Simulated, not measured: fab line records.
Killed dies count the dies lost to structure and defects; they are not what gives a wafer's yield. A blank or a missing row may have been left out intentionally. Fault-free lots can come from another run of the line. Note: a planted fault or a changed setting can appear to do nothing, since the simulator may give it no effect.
Chamber matching -- flow gf180mcu -- cmp-02 running GF_V1_CMP_04: 4 sister chambers
The step polishes SiO2. 4 wafers are shown with their chamber, then 9 later ones without.

## EACH WAFER AND ITS CHAMBER
wafer,chamber,motor-current-A (A)
L797.1,3,12.7
L802.1,2,14.0
L802.3,0,12.7
L802.4,1,11.5

## WAFERS WHOSE CHAMBER IS MISSING
wafer,motor-current-A (A)
L803.1,13.4
L803.2,13.4
L803.3,11.7
L804.1,11.5
L804.3,13.1
L804.6,13.5
L805.2,12.6
L805.4,13.3
L805.5,12.2

## WHICH CHAMBER EACH ONE RAN IN
wafer,from the rows above,in truth
L803.1,can't be placed: 2 or 0 or 3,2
L803.2,can't be placed: 2 or 0 or 3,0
L803.3,can't be placed: 1 or 0 or 3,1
L804.1,1,1
L804.3,can't be placed: 0 or 3 or 2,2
L804.6,can't be placed: 2 or 0 or 3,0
L805.2,can't be placed: 0 or 3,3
L805.4,can't be placed: 0 or 3 or 2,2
L805.5,can't be placed: 0 or 3 or 1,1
Correctly placed: 1 of 9. From these rows, 8 cannot be placed; in 8 the true chamber is one of the candidates. 0 placed wrongly.
How it was worked out, from the rows above alone: a wafer's distance from a chamber is the root of the sum, over the readings, of the square of ((its reading less the chamber's mean) divided by the reading's scatter). The wafer belongs to the nearest chamber; if the next one is less than 2 further off, it can't be placed. Each chamber's mean is taken over the wafers shown for it. The scatter: with one shown wafer a chamber, the root of the mean of the squares of how far each hidden wafer lies from its nearest shown one.
